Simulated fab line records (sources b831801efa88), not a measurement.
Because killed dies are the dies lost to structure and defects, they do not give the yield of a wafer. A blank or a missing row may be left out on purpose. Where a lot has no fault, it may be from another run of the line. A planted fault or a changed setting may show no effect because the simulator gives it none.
fab line records | flow sky130 | part 1 of 2: steps 1 to 27 of 40
record: lots: 5 wafers: 15 last-day: 47
route steps=708 shown FIELD_ISO@3 NWELL@32 DNWELL@35
lots that met no fault: from a run of the same line without faults
start-h: hours from the record's opening day to when the first of the lot's shown wafers began | wait-h: hours from the lot's prior step to this one | " the same as in the row above | L1.1+2: several wafers, shown together as one row | - either no value or no given start | * or withheld: withheld | < > ~ a bound
route shown NAME@n: NAME is a module with steps in the file, n the number in the route of the first one | usual: the fault-free wafers' mean and standard deviation | same: alike in all rows | chamber/n: place in a boat | sites: the reading at each site | _std_site: the values' standard deviation | _edge_site: the outer-site mean with the inner-site mean subtracted | radius-mm: for every site, how far away it sits from the centre of the wafer | mask NAME#n: copy n | behind: tool/chamber where the wafer was last shaped | hold: what put the lot on hold/how long, in hours/how the hold closed | device: which transistor (n, p or np) failed to switch | end of line: tests run on the same wafers once the route is complete | where a step has no rows: the recipe by itself | killed: dies that structure and defects cost at the first sort, which is not the same as the wafer's yield | map: the dies of a wafer, with x for killed, . for not killed, _ for no die there
set.NAME: the setting as run; set.NAME@STEP: as run at that earlier step | model.NAME: the simulator's own value behind a step, which no gauge read
certain route steps with their lots: each step a table, each wafer a row
services: from which hour (start-h, from the record's first day; less than 0 if before it) a tool's chamber was out of use, for how many hours, and why
== steps ==
step: SKY_FIELD_ISO_THK_MEAS_02
recipe: reads: SiO2_of_FIELD_ISO_OXIDATION_01
usual: FIELD_ISO_OXIDATION_00_THK: 12.07/0.25
columns lot.wafer tool chamber start-h wait-h FIELD_ISO_OXIDATION_00_THK[nm]
L076.3 film-metro-04 - 22.05 0.0 12.32
L076.4 " - " " 12.42
L076.5 " - " " 12.31
L078.1 film-metro-01 - 36.24 0.0 12.33
L078.2 " - " " 12.35
L078.4 " - " " 12.50
L079.2 film-metro-02 - 41.50 0.0 12.41
L079.4 " - " " 12.22
L079.6 " - " " 11.93
L080.1 film-metro-01 - 45.60 0.0 12.21
L080.5 " - " " 12.08
L080.6 " - " " 12.33
L081.2 film-metro-02 - 51.13 0.0 12.47
L081.4 " - " " 12.69
L081.6 " - " " 12.49
step: SKY_FIELD_ISO_CVD_03
recipe: material: Si3N4 precursor: DCS/NH3 target-thk-nm: 165 temp-c: 770 time-s: 2830 pressure-mtorr: 250
columns lot.wafer tool chamber start-h wait-h
L076.3+4+5 lpcvd-02 0 23.94 1.9
L078.1+2+4 lpcvd-02 0 36.30 0.1
L079.2+4+6 lpcvd-02 0 41.55 0.0
L080.1+5+6 lpcvd-02 0 45.66 0.1
L081.2+4+6 lpcvd-02 0 51.18 0.0
step: SKY_FIELD_ISO_THK_MEAS_04
recipe: reads: Si3N4_of_FIELD_ISO_CVD_03
usual: FIELD_ISO_CVD_03_THK: 164.1/1.6
columns lot.wafer tool chamber start-h wait-h FIELD_ISO_CVD_03_THK[nm]
L076.3 film-metro-02 - 25.75 0.0 162.3
L076.4 " - " " 161.5
L076.5 " - " " 162.4
L078.1 film-metro-02 - 38.09 0.0 162.7
L078.2 " - " " 163.4
L078.4 " - " " 162.4
L079.2 film-metro-02 - 43.35 0.0 163.4
L079.4 " - " " 163.2
L079.6 " - " " 163.6
L080.1 film-metro-04 - 47.44 0.0 165.4
L080.5 " - " " 164.6
L080.6 " - " " 164.0
L081.2 film-metro-01 - 52.98 0.0 163.9
L081.4 " - " " 165.2
L081.6 " - " " 166.0
step: SKY_FIELD_ISO_DEHYDRATE_05
recipe: temp-c: 200 time-s: 60
usual: heater-power-total-W: 160.35/0.13
columns lot.wafer tool chamber start-h wait-h heater-power-total-W
L076.3 litho-track-01 0 32.78 7.0 160.43
L076.4 " 0 " " 160.23
L076.5 " 0 " " 160.54
L078.1 litho-track-01 0 44.28 6.2 160.42
L078.2 " 0 " " 160.36
L078.4 " 0 " " 160.31
L079.2 litho-track-02 0 50.27 6.9 160.46
L079.4 " 0 " " 160.52
L079.6 " 0 " " 160.24
L080.1 litho-track-01 0 53.78 6.3 160.21
L080.5 " 0 " " 160.30
L080.6 " 0 " " 160.60
L081.2 litho-track-04 0 60.21 7.2 160.16
L081.4 " 0 " " 160.30
L081.6 " 0 " " 160.23
step: SKY_FIELD_ISO_HMDS_06
recipe: prime-time-s: 60 prime-temp-c: 120
columns lot.wafer tool chamber start-h wait-h
L076.3+4+5 litho-track-01 0 32.93 0.1
L078.1+2+4 litho-track-01 0 44.43 0.1
L079.2+4+6 litho-track-02 0 50.42 0.1
L080.1+5+6 litho-track-01 0 53.93 0.1
L081.2+4+6 litho-track-04 0 60.36 0.1
step: SKY_FIELD_ISO_COAT_07
recipe: resist: BARC temp-c: withheld time-s: withheld spin-rpm: 3000 resist-thk-nm: 60
usual: spin-speed-rpm: 3000.3/1.8
columns lot.wafer tool chamber start-h wait-h spin-speed-rpm
L076.3 litho-track-01 0 33.08 0.1 3001.2
L076.4 " 0 " " 2997.1
L076.5 " 0 " " 2996.2
L078.1 litho-track-01 0 44.58 0.1 2998.9
L078.2 " 0 " " 3003.4
L078.4 " 0 " " 3002.3
L079.2 litho-track-02 0 50.57 0.1 2997.1
L079.4 " 0 " " 2998.0
L079.6 " 0 " " 2999.0
L080.1 litho-track-01 0 54.08 0.1 3000.7
L080.5 " 0 " " 3000.1
L080.6 " 0 " " 2998.1
L081.2 litho-track-04 0 60.51 0.1 2999.7
L081.4 " 0 " " 2998.0
L081.6 " 0 " " 2998.5
step: SKY_FIELD_ISO_COAT_08
recipe: resist: KrF-thick spin-rpm: 3000 resist-thk-nm: 450
usual: spin-speed-rpm: 3000.2/1.9
columns lot.wafer tool chamber start-h wait-h spin-speed-rpm
L076.3 litho-track-01 0 - - 2999.9
L076.4 " 0 " " 2997.0
L076.5 " 0 " " 2997.7
L078.1 litho-track-01 0 - - 3002.6
L078.2 " 0 " " 2998.8
L078.4 " 0 " " 3000.8
L079.2 litho-track-02 0 - - 3001.2
L079.4 " 0 " " 3001.1
L079.6 " 0 " " 3001.1
L080.1 litho-track-01 0 - - 3000.5
L080.5 " 0 " " 3001.9
L080.6 " 0 " " 3000.2
L081.2 litho-track-04 0 - - 3000.6
L081.4 " 0 " " 3002.7
L081.6 " 0 " " 2999.3
step: SKY_FIELD_ISO_SOFTBAKE_09
recipe: temp-c: 100 time-s: 90 resist: KrF-thick
usual: heater-power-total-W: 57.36/0.12
columns lot.wafer tool chamber start-h wait-h heater-power-total-W
L076.3 litho-track-01 0 - - 57.46
L076.4 " 0 " " 57.59
L076.5 " 0 " " 57.29
L078.1 litho-track-01 0 - - 57.57
L078.2 " 0 " " 57.37
L078.4 " 0 " " 57.24
L079.2 litho-track-02 0 - - 57.36
L079.4 " 0 " " 57.36
L079.6 " 0 " " 57.46
L080.1 litho-track-01 0 - - 57.40
L080.5 " 0 " " 57.30
L080.6 " 0 " " 57.52
L081.2 litho-track-04 0 - - 57.34
L081.4 " 0 " " 57.29
L081.6 " 0 " " 57.50
step: SKY_FIELD_ISO_EXPOSE_10
recipe: mask-id: FOM na: 0.68 source-shape: annular sigma-inner: 0.4 sigma-outer: 0.8 target-cd-nm: 150 dose-mj: 28
same: sigma-inner: 0.4
columns lot.wafer tool chamber start-h wait-h mask
L076.3+4+5 krf-scanner-01 0 - - FOM#0
L078.1+2+4 krf-scanner-02 0 - - FOM#0
L079.2+4+6 krf-scanner-02 0 - - FOM#0
L080.1+5+6 krf-scanner-02 0 - - FOM#0
L081.2+4+6 krf-scanner-01 0 - - FOM#0
step: SKY_FIELD_ISO_PEB_11
recipe: peb-temp-c: withheld peb-time-s: withheld resist: KrF-thick
columns lot.wafer tool chamber start-h wait-h
L076.3+4+5 litho-track-04 0 - -
L078.1+2+4 litho-track-04 0 - -
L079.2+4+6 litho-track-04 0 - -
L080.1+5+6 litho-track-01 0 - -
L081.2+4+6 litho-track-02 0 - -
step: SKY_FIELD_ISO_DEVELOP_12
recipe: develop-time-s: 60 resist: KrF-thick dev-temp-c: 21
columns lot.wafer tool chamber start-h wait-h
L076.3+4+5 litho-track-04 0 - -
L078.1+2+4 litho-track-04 0 - -
L079.2+4+6 litho-track-04 0 - -
L080.1+5+6 litho-track-01 0 - -
L081.2+4+6 litho-track-02 0 - -
step: SKY_FIELD_ISO_CD_MEAS_13
recipe: target-cd-nm: 150
usual: cd-nm: 150.0/1.8
columns lot.wafer tool chamber start-h wait-h cd-nm
L076.3 cd-sem-02 - 40.87 - 149.9
L076.4 " - " " 149.2
L076.5 " - " " 147.7
L078.1 cd-sem-01 - 52.03 - 152.5
L078.2 " - " " 153.3
L078.4 " - " " 154.4
L079.2 cd-sem-01 - 58.05 - 154.6
L079.4 " - " " 154.0
L079.6 " - " " 153.6
L080.1 cd-sem-01 - 61.63 - 151.1
L080.5 " - " " 150.0
L080.6 " - " " 150.0
L081.2 cd-sem-02 - 68.42 - 148.7
L081.4 " - " " 150.1
L081.6 " - " " 150.3
step: SKY_FIELD_ISO_ETCH_14
recipe: chemistry: N2/H2 target: BARC ion-energy-ev: 200 source-w: 500 bias-w: 100 pressure-mtorr: 30 n2-flow-sccm: 100 h2-flow-sccm: 200 stop-on: SiO2 time-s: 46.75 target-depth-a: 600
usual: drypump-motor-current-A: 5.6/0.5 oes-product-au: 0.850/0.0048 throttle-valve-pct: 13.226/0.0094
columns lot.wafer tool chamber start-h wait-h drypump-motor-current-A oes-product-au rf-hours-counter-h throttle-valve-pct
L076.3 rie-diel-01 2 40.95 0.1 5.5 0.851 66 13.220
L076.4 " 3 " " 4.8 0.846 122 13.228
L076.5 " 2 " " 5.4 0.846 - 13.236
L078.1 rie-diel-04 1 52.15 0.1 5.8 0.848 152 13.233
L078.2 " 2 " " 6.6 0.850 66 13.213
L078.4 " 3 " " 5.9 0.847 114 13.219
L079.2 rie-diel-02 3 58.15 0.1 5.4 0.853 166 13.239
L079.4 " 2 " " 4.8 0.848 126 13.210
L079.6 " 3 " " 5.4 0.848 - 13.226
L080.1 rie-diel-01 2 61.75 0.1 5.4 0.848 67 13.238
L080.5 " 1 " " 5.2 0.851 - 13.233
L080.6 " 2 " " 5.5 0.848 - 13.210
L081.2 rie-diel-01 0 68.52 0.1 6.3 0.853 144 13.213
L081.4 " 2 " " 5.5 0.847 67 13.218
L081.6 " 0 " " 6.2 0.859 - 13.249
step: SKY_FIELD_ISO_ETCH_15
recipe: chemistry: CHF3/O2 target-depth-nm: 180 stop-on: Si source-w: 600 bias-w: 200 pressure-mtorr: 40 chf3-flow-sccm: 50 O2_flow_sccm: 5 time-s: 72
usual: drypump-motor-current-A: 5.6/0.49 oes-product-au: 0.943/0.0066 throttle-valve-pct: 8.843/0.0092
columns lot.wafer tool chamber start-h wait-h drypump-motor-current-A oes-product-au rf-hours-counter-h throttle-valve-pct
L076.3 rie-diel-01 2 40.99 0.0 5.4 0.939 66 8.837
L076.4 " 3 " " 4.8 0.931 122 8.845
L076.5 " 2 " " 5.5 0.939 - 8.829
L078.1 rie-diel-04 1 52.19 0.0 5.7 0.944 152 8.831
L078.2 " 2 " " 6.5 0.940 66 8.846
L078.4 " 3 " " 5.9 0.934 114 8.837
L079.2 rie-diel-02 3 58.19 0.0 5.4 0.941 166 8.836
L079.4 " 2 " " 4.8 0.941 126 8.829
L079.6 " 3 " " 5.4 0.942 - 8.837
L080.1 rie-diel-01 2 61.79 0.0 5.5 0.951 67 8.840
L080.5 " 1 " " 5.2 0.947 - 8.844
L080.6 " 2 " " 5.5 0.940 - 8.840
L081.2 rie-diel-01 0 68.56 0.0 6.3 0.948 144 8.844
L081.4 " 2 " " 5.4 0.943 67 8.844
L081.6 " 0 " " 6.2 0.951 - 8.850
step: SKY_FIELD_ISO_STRIP_16
recipe: chemistry: O2/N2 power-w: 1400 pressure-mtorr: 1500 platen-temp-c: withheld o2-flow-sccm: 3000 n2-flow-sccm: 300 overash-fraction: 0.5
usual: drypump-motor-current-A: 5.9/0.46 oes-product-au: 0.378/0.0056 strip-time-to-endpoint-s: 3.55/0.038
columns lot.wafer tool chamber start-h wait-h drypump-motor-current-A oes-product-au rf-hours-counter-h strip-time-to-endpoint-s
L076.3 plasma-asher-02 0 41.08 0.1 6.0 0.386 - 3.54
L076.4 " 1 " " 6.5 0.377 - 3.58
L076.5 " 1 " " 6.5 0.375 - 3.56
L078.1 plasma-asher-04 0 52.25 0.0 5.1 0.376 25 3.52
L078.2 " 1 " " 6.3 0.387 25 3.56
L078.4 " 0 " " 5.1 0.380 - 3.59
L079.2 plasma-asher-02 0 58.25 0.0 6.1 0.378 34 3.53
L079.4 " 1 " " 6.5 0.379 - 3.54
L079.6 " 1 " " 6.5 0.388 - 3.53
L080.1 plasma-asher-04 0 61.85 0.0 5.1 0.375 26 3.58
L080.5 " 0 " " 5.1 0.365 - 3.52
L080.6 " 1 " " 6.4 0.377 - 3.58
L081.2 plasma-asher-01 0 68.62 0.0 5.4 0.383 39 3.57
L081.4 " 0 " " 5.4 0.380 - 3.57
L081.6 " 0 " " 5.4 0.376 - 3.56
step: SKY_FIELD_ISO_ETCH_17
recipe: target-depth-a: 3420 mask-material: Si3N4 chemistry: HBr/Cl2/O2 target: Si taper-deg: 5 icp-w: 600 bias-w: 150 pressure-mtorr: 15 HBr_flow_sccm: 150 Cl2_flow_sccm: 40 O2_flow_sccm: 6 time-s: 97.7
usual: drypump-motor-current-A: 5.7/0.45 mfc-cl2-sccm: 40.02/0.12 oes-product-au: 0.998/0.013 throttle-valve-pct: 25.657/0.012
columns lot.wafer tool chamber start-h wait-h drypump-motor-current-A mfc-cl2-sccm oes-product-au rf-hours-counter-h throttle-valve-pct
L076.3 rie-si-02 2 41.15 0.0 6.0 39.99 1.006 150 25.643
L076.4 " 0 " " 5.3 39.99 0.974 3 25.678
L076.5 " 3 " " 6.2 40.15 1.009 - 25.661
L078.1 rie-si-02 0 52.35 0.1 5.3 39.94 0.974 3 25.659
L078.2 " 2 " " 6.0 40.04 1.000 150 25.644
L078.4 " 3 " " 6.2 39.90 1.015 132 25.641
L079.2 rie-si-01 0 58.35 0.1 5.6 40.24 1.000 96 25.656
L079.4 " 1 " " 6.3 40.30 1.008 1 25.659
L079.6 " 0 " " 5.6 40.21 1.015 - 25.657
L080.1 rie-si-02 0 61.95 0.1 5.3 39.72 0.983 3 25.674
L080.5 " 1 " " 5.1 40.06 0.987 - 25.660
L080.6 " 2 " " 6.0 39.82 0.994 - 25.659
L081.2 rie-si-02 1 68.72 0.1 5.1 39.98 0.982 11 25.663
L081.4 " 3 " " 6.2 40.06 1.002 132 25.637
L081.6 " 1 " " 5.1 39.97 0.987 - 25.668
step: SKY_FIELD_ISO_WET_ETCH_18
recipe: chemistry: H3PO4 target-depth-nm: 25 temp-c: 160 target: Si3N4 time-s: 286
usual: bath-guard-temp-C: 160.2/0.31
columns lot.wafer tool chamber start-h wait-h bath-guard-temp-C
L076.3 wet-bench-03 2 41.22 0.0 160.0
L076.4 " 2 " " 159.8
L076.5 " 2 " " 159.8
L078.1 wet-bench-01 3 52.42 0.0 159.9
L078.2 " 3 " " 159.8
L078.4 " 3 " " 160.3
L079.2 wet-bench-03 3 58.42 0.0 160.3
L079.4 " 3 " " 159.9
L079.6 " 3 " " 160.2
L080.1 wet-bench-02 2 62.02 0.0 160.6
L080.5 " 2 " " 160.4
L080.6 " 2 " " 160.8
L081.2 wet-bench-01 2 68.79 0.0 160.7
L081.4 " 2 " " 160.3
L081.6 " 2 " " 160.2
step: SKY_FIELD_ISO_CLEAN_19
recipe: chemistry: SC1/SC2 mix: 1:4:20 temp-c: 70 time-s: 150
usual: bath-guard-temp-C: 70.2/0.32
columns lot.wafer tool chamber start-h wait-h bath-guard-temp-C
L076.3 wet-bench-02 0 41.31 0.0 70.3
L076.4 " 0 " " 70.2
L076.5 " 0 " " 70.3
L078.1 wet-bench-03 3 52.51 0.0 70.2
L078.2 " 3 " " 70.2
L078.4 " 3 " " 69.9
L079.2 wet-bench-01 3 58.51 0.0 69.9
L079.4 " 3 " " 70.0
L079.6 " 3 " " 69.5
L080.1 wet-bench-02 2 62.11 0.0 70.3
L080.5 " 2 " " 70.7
L080.6 " 2 " " 70.4
L081.2 wet-bench-02 0 68.88 0.0 70.6
L081.4 " 0 " " 70.5
L081.6 " 0 " " 70.2
step: SKY_FIELD_ISO_CLEAN_20
recipe: chemistry: dHF time-s: 20 dilution: 100:1
columns lot.wafer tool chamber start-h wait-h
L076.3+4+5 wet-bench-01 1 41.36 0.0
L078.1+2+4 wet-bench-02 3 52.56 0.0
L079.2+4+6 wet-bench-02 1 58.56 0.0
L080.1+5+6 wet-bench-02 1 62.16 0.0
L081.2+4+6 wet-bench-03 0 68.93 0.0
step: SKY_FIELD_ISO_WET_ETCH_21
recipe: chemistry: dHF dilution: 100:1 target-depth-nm: 20 dry: ipa-marangoni target: SiO2 temp-c: 25 time-s: 400
columns lot.wafer tool chamber start-h wait-h
L076.3+4+5 wet-bench-03 0 41.38 0.0
L078.1+2+4 wet-bench-01 1 52.57 0.0
L079.2+4+6 wet-bench-03 2 58.57 0.0
L080.1+5+6 wet-bench-02 3 62.17 0.0
L081.2+4+6 wet-bench-01 1 68.95 0.0
step: SKY_FIELD_ISO_OXIDATION_22
recipe: temp-c: 950 ambient: O2 stabilise-s: 600 purge-s: 300 target-thk-a: 100 ox-time-s: 623
usual: ox-temp-c-max: 954.3/1.4
columns lot.wafer tool chamber start-h wait-h ox-temp-c-max
L076.3 furnace-02 0 44.26 2.8 956.4
L076.4 " 0 " " 956.6
L076.5 " 0 " " 955.9
L078.1 furnace-01 0 54.25 1.6 953.3
L078.2 " 0 " " 952.9
L078.4 " 0 " " 952.8
L079.2 furnace-01 0 58.69 0.0 953.4
L079.4 " 0 " " 952.8
L079.6 " 0 " " 953.3
L080.1 furnace-01 0 62.77 0.5 953.2
L080.5 " 0 " " 953.5
L080.6 " 0 " " 952.8
L081.2 furnace-02 0 69.08 0.0 954.4
L081.4 " 0 " " 954.2
L081.6 " 0 " " 955.0
step: SKY_FIELD_ISO_THK_MEAS_23
recipe: reads: SiO2_of_FIELD_ISO_OXIDATION_22
usual: FIELD_ISO_OXIDATION_01_THK: 10.07/0.18
columns lot.wafer tool chamber start-h wait-h FIELD_ISO_OXIDATION_01_THK[nm]
L076.3 film-metro-04 - 45.45 0.0 10.47
L076.4 " - " " 10.26
L076.5 " - " " 10.43
L078.1 film-metro-04 - 55.43 0.0 10.25
L078.2 " - " " 10.09
L078.4 " - " " 10.15
L079.2 film-metro-04 - 59.88 0.0 9.94
L079.4 " - " " 9.82
L079.6 " - " " 9.84
L080.1 film-metro-01 - 63.94 0.0 9.86
L080.5 " - " " 10.00
L080.6 " - " " 9.85
L081.2 film-metro-04 - 70.26 0.0 10.32
L081.4 " - " " 10.20
L081.6 " - " " 10.16
step: SKY_FIELD_ISO_CVD_24
recipe: material: SiO2 target-thk-nm: 595 temp-c: 650 sigma-open-frac: 0.3 time-s: 99.2 sih4-flow-sccm: 60 pressure-mtorr: 6
columns lot.wafer tool chamber start-h wait-h
L076.3+4+5 hdpcvd-02 2,1,0 45.49 0.0
L078.1+2+4 hdpcvd-01 2,1,1 55.49 0.1
L079.2+4+6 hdpcvd-02 1,2,1 59.93 0.0
L080.1+5+6 hdpcvd-01 0,2,0 64.00 0.1
L081.2+4+6 hdpcvd-02 1,2,1 70.31 0.0
step: SKY_FIELD_ISO_THK_MEAS_25
recipe: reads: SiO2_of_FIELD_ISO_CVD_24
usual: FIELD_ISO_CVD_24_THK: 600/6.5
columns lot.wafer tool chamber start-h wait-h FIELD_ISO_CVD_24_THK[nm]
L076.3 film-metro-04 - 45.59 0.1 601
L076.4 " - " " 604
L076.5 " - " " 607
L078.1 film-metro-02 - 55.56 0.0 595
L078.2 " - " " 599
L078.4 " - " " 600
L079.2 film-metro-02 - 60.01 0.0 594
L079.4 " - " " 599
L079.6 " - " " 601
L080.1 film-metro-02 - 64.08 0.0 591
L080.5 " - " " 582
L080.6 " - " " 578
L081.2 film-metro-01 - 70.39 0.0 594
L081.4 " - " " 595
L081.6 " - " " 601
step: SKY_FIELD_ISO_ANNEAL_26
recipe: temp-c: 1000 time-s: 1800 ambient: N2
columns lot.wafer tool chamber start-h wait-h
L076.3+4+5 furnace-02 0 46.93 1.3
L078.1+2+4 furnace-01 0 56.94 1.4
L079.2+4+6 furnace-02 0 61.19 1.2
L080.1+5+6 furnace-02 0 64.14 0.1
L081.2+4+6 furnace-01 0 71.19 0.8
step: SKY_FIELD_ISO_CMP_27
recipe: stop-on: Si3N4 t-overpolish-s: 16 down-force-psi: 4 platen-rpm: 60 target-thk-nm: 457.8 pad-velocity-m-s: 0.94248
usual: motor-current-A: 11.5/1.7 overpolish-run-s: 16.001/0.0094 time-to-endpoint-s: 115/3.7
columns lot.wafer tool chamber start-h wait-h motor-current-A overpolish-run-s time-to-endpoint-s
L076.3 cmp-02 2 48.53 0.1 10.5 15.985 113
L076.4 " 3 " " 10.1 16.004 121
L076.5 " 0 " " 14.2 15.996 116
L078.4 cmp-01 0 58.44 0.0 12.3 16.016 119
L078.2 " 1 " " 11.6 15.984 117
L078.1 " 2 " " 9.6 15.991 116
L079.2 cmp-01 2 62.69 0.0 9.4 16.006 112
L079.4 " 3 " " 9.6 16.012 114
L079.6 " 3 " " 10.2 16.012 114
L080.1 cmp-01 1 65.79 0.1 11.6 15.998 113
L080.6 " 2 " " 10.2 15.994 116
L080.5 " 3 " " 9.1 15.993 112
L081.2 cmp-01 2 72.74 0.1 9.9 15.982 113
L081.4 " 3 " " 9.8 16.006 113
L081.6 " 1 " " 11.7 16.004 113
step: SKY_FIELD_ISO_WET_ETCH_28
recipe: chemistry: dHF target-depth-nm: 23.7 target: SiO2 dilution: 10:1 temp-c: 25 time-s: 47
columns lot.wafer tool chamber start-h wait-h
L076.3+4+5 wet-bench-01 1 48.73 0.1
L078.1+2+4 wet-bench-01 3 58.74 0.1
L079.2+4+6 wet-bench-02 1 62.99 0.2
L080.1+5+6 wet-bench-02 1 65.94 0.1
L081.2+4+6 wet-bench-02 1 72.99 0.2
